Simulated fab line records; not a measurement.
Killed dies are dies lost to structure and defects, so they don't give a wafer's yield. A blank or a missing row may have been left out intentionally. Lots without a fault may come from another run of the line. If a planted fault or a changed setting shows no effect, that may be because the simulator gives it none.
The tool behind it: which one? + flow sfq-line + 6 lots (18 wafers sampled), 1 step of a 325-step route

WHAT THE GAUGES SHOWED, per wafer
SFQ_C5_OVL_MEAS_937.
| lot  | measured     | on         | C5_OVL (nm) |
|------|--------------|------------|-------------|
| L618 | day 70 11:26 | overlay-01 | 4 6 -2      |
| L620 | day 70 16:14 | overlay-02 | 13 15 17    |
| L623 | day 71 00:38 | overlay-02 | 12 15 7     |
| L633 | day 72 15:44 | overlay-02 | 5 -1 3      |
| L636 | day 73 08:53 | overlay-02 | -8 -6 -8    |
| L639 | day 73 16:13 | overlay-02 | 13 10 8     |

WHAT TOOL EACH LOT RAN ON (gives the tool, then ch and the chambers of the sampled wafers, and finally the start)
The record shows no process step preceding these readings.

THE ANSWER, worked out from the rows above alone
Rule: the lots themselves supply what counts as usual. The widest of any qualifying gaps counts: lots, ordered by their means at a reading, are off when they make up no more than a third of the lots, leave a main group of 4 or more, and stand apart from it by 3 or more times the standard deviation of that group's means. A main group whose means are all the same, to the digits that the tables above print for the reading, isn't used. A lot without any number at a reading at which 4 lots or more have one is off too. Any other lot the step has rows for is counted as sound.
Across all readings shown, no lot is off: no conclusion can be drawn from this.

WHAT WAS PUT IN BY THE SIMULATOR
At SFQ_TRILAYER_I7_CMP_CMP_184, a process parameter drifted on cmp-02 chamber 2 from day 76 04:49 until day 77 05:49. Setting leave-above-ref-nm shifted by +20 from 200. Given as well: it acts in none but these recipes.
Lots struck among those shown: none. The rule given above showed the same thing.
